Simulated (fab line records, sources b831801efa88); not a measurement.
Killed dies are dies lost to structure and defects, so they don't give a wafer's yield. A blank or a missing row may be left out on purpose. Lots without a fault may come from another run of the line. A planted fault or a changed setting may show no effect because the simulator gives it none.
A struck lot beside a sound one | flow sky130 | 28 steps out of a route of 708
Sound: wafers L629.1, L629.2, L629.4. Struck: wafer L634.6. (L634.2, L634.4 of the same lot were not struck and are left out.) The cause comes at the end.
At each step with rows: each side's tool, then ch and its chambers, then its first start. Under that, the readings that differ: sound wafers | struck wafers | difference of the means | sigmas: that difference in standard deviations of wafers without a fault.
alike: readings whose means differ by less than 2 such deviations, and words and numbers that are the same on both sides. not compared: withheld readings, readings that some wafer has no value for, bounds like >300 that may hide the same value, and numbers for which the record gives no deviation and whose values overlap.
The two part at a step that has a row with sigmas, a row that says differs or no value, or rows on one side only. Numbers that don't overlap but have no deviation are shown without sigmas and don't part them. A reading that every wafer of one side lacks parts them only if that side has two wafers or more.

first, 5 steps without rows for these wafers: SKY_VIA4_ETCH_12 (etches SiO2 in C4F8/O2/Ar, stops on TiN, target depth 580 nm); SKY_VIA4_STRIP_13 (strips in O2/N2); SKY_VIA4_STRIP_14 (strips in post etch residue remover, time 1200 s); SKY_VIA4_CLEAN_15 (cleans in IPA, time 180 s); SKY_VIA4_CLEAN_16 (cleans in O3/DIW).
SKY_VIA4_SPUTTER_17: material TiN, target thk 20 nm, time 80 s.
  sound on pvd_sputter-02, day 45 04:11; struck on pvd_sputter-03, day 46 12:09
  alike: cathode_dc_power_W, throttle_valve_pct
SKY_VIA4_CVD_18: deposits W, target thk 505 nm, time 152.14 s.
  sound on cvd_w-01 ch 0,1, day 45 04:15; struck on cvd_w-02 ch 1, day 46 12:13
  reading            | sound       | struck | difference | sigmas
  heater_power_w (W) | 931 895 938 | 774    | -147       | -2
SKY_VIA4_RS_MEAS_19: measures by four-point-probe.
  sound on film_metro-01, day 45 04:25; struck on film_metro-04, day 46 12:23
  alike: VIA4_W_RS
SKY_VIA4_THK_MEAS_20: measures by xrf.
  sound on film_metro-01, day 45 04:32; struck on film_metro-04, day 46 12:30
  alike: VIA4_W_THK
then, 1 step without rows for these wafers: SKY_VIA4_CMP_21 (polishes, stops on SiO2, t overpolish 25 s, target thk 0 nm).
SKY_METAL5_SPUTTER_00: material Ti, target thk 15 nm, time 10 s.
  sound on pvd_sputter-01, day 45 04:53; struck on pvd_sputter-02, day 46 12:51
  alike: cathode_dc_power_W, throttle_valve_pct
then, 1 step without rows for these wafers: SKY_METAL5_SPUTTER_01 (material TiN, target thk 20 nm, time 16.7 s).
SKY_METAL5_SPUTTER_02: material AlCu, target thk 1150 nm, time 61.2 s.
  sound on pvd_sputter-01, day 45 04:56; struck on pvd_sputter-02, day 46 12:54
  reading                                     | sound          | struck | difference | sigmas
  model.AlCu_of_METAL5_SPUTTER_02.thk_nm (nm) | 1158 1163 1159 | 720.1  | -439.9     |
  alike: cathode_dc_power_W, throttle_valve_pct
then, 2 steps without rows for these wafers: SKY_METAL5_SPUTTER_03 (material Ti, target thk 5 nm, time 3.3 s); SKY_METAL5_SPUTTER_04 (material TiN, target thk 70 nm, time 58.3 s).
SKY_METAL5_RS_MEAS_05: measures by four-point-probe.
  sound on film_metro-03, day 45 05:03; struck on film_metro-02, day 46 13:02
  reading                 | sound                  | struck  | difference | sigmas
  METAL5_ALCU_RS (ohm/sq) | 0.02682 0.0267 0.02675 | 0.04352 | +0.01676   | +58
SKY_METAL5_THK_MEAS_06: measures by xrf.
  sound on film_metro-03, day 45 05:10; struck on film_metro-02, day 46 13:08
  reading              | sound          | struck | difference | sigmas
  METAL5_ALCU_THK (nm) | 1174 1175 1163 | 715    | -456       | -30
then, 7 steps without rows for these wafers: SKY_METAL5_DEHYDRATE_07 (time 60 s); SKY_METAL5_HMDS_08 (prime time 60 s); SKY_METAL5_COAT_09 (resist thk 1800 nm); SKY_METAL5_SOFTBAKE_10 (time 60 s); SKY_METAL5_EXPOSE_11 (exposes mask MM5, target cd 1600 nm); SKY_METAL5_PEB_12; SKY_METAL5_DEVELOP_13 (develop time 60 s).
SKY_METAL5_DESCUM_14: chemistry O2, time 11 s.
  sound on rie_metal-03 ch 0,1, day 46 01:26; struck on rie_metal-02 ch 1, day 47 09:02
  reading               | sound             | struck | difference | sigmas
  oes_product_au (a.u.) | 1.021 1.005 1.025 | 0.980  | -0.037     | -3
  alike: chamber_pressure_mTorr, drypump_motor_current_A, he_backside_leak_sccm, rf_fwd_power_W
  not compared: rf_hours_counter_h
SKY_METAL5_METAL_ETCH_15: etches the open film in Cl2/BCl3, stops on SiO2, target depth 1260 nm, time 252 s.
  sound on rie_metal-03 ch 0,1, day 46 01:28; struck on rie_metal-02 ch 1, day 47 09:04
  reading                      | sound             | struck | difference | sigmas
  he_backside_leak_sccm (sccm) | 3.41 3.26 3.46    | 3.82   | +0.44      | +3
  oes_product_au (a.u.)        | 0.896 0.901 0.890 | 0.718  | -0.178     | -37
  alike: chamber_pressure_mTorr, drypump_motor_current_A, rf_fwd_power_W, throttle_valve_pct
  not compared: rf_hours_counter_h
SKY_METAL5_STRIP_16: strips in O2/N2.
  sound on plasma_asher-04 ch 0,1, day 46 01:42; struck on plasma_asher-04 ch 1, day 47 09:18
  reading                      | sound             | struck | difference | sigmas
  strip_time_to_endpoint_s (s) | 12.81 13.04 12.76 | 13.23  | +0.36      | +2
  alike: chamber_pressure_mTorr, drypump_motor_current_A, oes_product_au
  not compared: rf_hours_counter_h
SKY_PAD_OPEN_PROBE_99:
  sound on prober-02, day 47 21:25; struck on prober-01, day 49 02:35
  reading                      | sound                  | struck  | difference | sigmas
  defect_limited_yield (%)     | 83.7 80.9 80.7         | 85.4    | +3.6       | +2
  killed_at_M0_to_M3           | 41 42 46               | 24      | -19        | -3
  killed_dies                  | 80 94 95               | 72      | -18        | -2
  sort_bin_3_pad_short (%)     | 1.2 1.2 1.8            | 0.4     | -1.0       | -2
  sort_n_pass                  | 412 398 397            | 420     | +18        | +2
  sort_yield_pct (%)           | 83.7 80.9 80.7         | 85.4    | +3.6       | +2
  model.etest.met5.rs_ohm_sq   | 0.02694 0.02705 0.0271 | 0.0434  | +0.0164    |
  model.etest.met5.line_ohm_um | 0.0168 0.01698 0.01682 | 0.02734 | +0.01047   |
  alike: killed_at_M4_up, killed_at_contacts, killed_at_front_end, killed_at_other, killed_open, killed_short, sort_bin_5_function, sort_bin_6_memory
  not compared: model.etest.via4_chain.rc_ohm

WHERE THEY PART
First at SKY_VIA4_CVD_18; last, within this record, at SKY_PAD_OPEN_PROBE_99.

WHY: what the simulator had put in
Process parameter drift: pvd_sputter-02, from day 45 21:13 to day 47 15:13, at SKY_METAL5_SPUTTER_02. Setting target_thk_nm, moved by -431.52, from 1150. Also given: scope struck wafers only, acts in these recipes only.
